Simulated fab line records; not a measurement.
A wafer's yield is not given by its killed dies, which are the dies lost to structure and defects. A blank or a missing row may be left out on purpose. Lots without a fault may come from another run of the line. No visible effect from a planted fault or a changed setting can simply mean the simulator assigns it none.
Code-filled problem report in 8D (eight disciplines) form :: flow gf180mcu :: the parts of the form that need people (team, actions taken, sign-off) are left out

== 1. THE PROBLEM ==
Wafers free of any fault read 0.3285 ohm/sq (standard deviation 0.0028) for V5_W_RS at GF_V5_RS_MEAS_24, against a mean of 0.2230 ohm/sq on 4 wafers of 3 lots. That is -38 standard deviations from the usual mean.
The step: measures by four-point-probe.
The first sign was on wafer L952.2 at day 30 22:25, on film-metro-03. At this step, 33 wafers from 12 lots have a number in the record. Rule for "out", or "out of limits": more than 4 standard deviations from the usual mean. The other wafers with a number count as sound.

== 2. WHAT IT IS, AND WHAT IT ISN'T ==
question: which readings at this step
is: V5_W_RS
is not: -

question: which lots
is: L952, L953, L954
is not: L941, L942, L945, L946, L947, L948, L949, L950, L951

question: which wafers of those lots
is: L952.2, L952.3, L953.2, L954.2
is not: L953.4, L954.4

question: read on which gauges
is: film-metro-01, film-metro-03
is not: film-metro-02

question: when
is: from day 30 22:25
is not: up to then (27 sound wafers); but 2 sound wafers of L953, L954 came after

== 3. THE SUSPECTS, EACH WITH WHAT RULES IT OUT ==
Counting: if a tool at a process step up to the reading ran every lot that is out, it stays a suspect. Sound lots after the first of them don't rule it out here, since some wafers of a struck lot are sound.
- the gauge at GF_V5_RS_MEAS_24: ruled out. Those wafers that are out were read across 2 gauges (film-metro-01, film-metro-03).
- cvd-w-01 at GF_V5_CVD_23 (deposits W, target thk 350 nm, time 104.9 s): kept. It processed each lot that is out (first: L952, day 30 22:17); up to then, its last sound lot is L951 (day 30 04:28).
Left after counting: cvd-w-01 at GF_V5_CVD_23.

== 4. THE CAUSE (what the simulator had put in) ==
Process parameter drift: cvd-w-01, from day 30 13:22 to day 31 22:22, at GF_V5_CVD_23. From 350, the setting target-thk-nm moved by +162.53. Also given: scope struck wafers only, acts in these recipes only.
Counting left only this tool.

== 5. THE CHAIN OF EFFECTS, in route order ==
Each row: a reading whose mean over the struck wafers that have a number lies more than 3 standard deviations from the usual. Only readings for which the record gives a usual standard deviation are gone through. hours: the time from each lot's start at the first step in this table that gives one to its start at this step, as a median over the lots. sigmas: the change in usual standard deviations.
hours: 0
step: GF_V5_RS_MEAS_24
reading: V5_W_RS
usual: 0.3285 ohm/sq
on struck wafers: 0.2230
change: -0.1055
sigmas: -38

hours: 0
step: GF_V5_THK_MEAS_25
reading: V5_W_THK
usual: 337.5 nm
on struck wafers: 487.6
change: +150.1
sigmas: +56

hours: 0
step: GF_V5_CMP_26
reading: time-to-endpoint-s
usual: 84 s
on struck wafers: 125
change: +41
sigmas: +11
The process steps in it:
- GF_V5_CMP_26: polishes, stops on SiO2, t overpolish 15 s, target thk 0 nm.

== 6. WHAT WOULD HAVE CAUGHT IT SOONER ==
Counted from the fault's start at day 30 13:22, it took 9 hours until the first out-of-limits reading at a measuring or inspecting step in this record, taken at day 30 22:25.
Of the tool readings at GF_V5_CVD_23 for which the record gives a usual standard deviation, none was out on any struck wafer, so an alarm limit of 4 standard deviations on them would not have fired.
Lots out: 3; of these, L953, L954 started GF_V5_CVD_23 on cvd-w-01 after day 30 22:25. A hold on the tool at that time would have spared those 2.
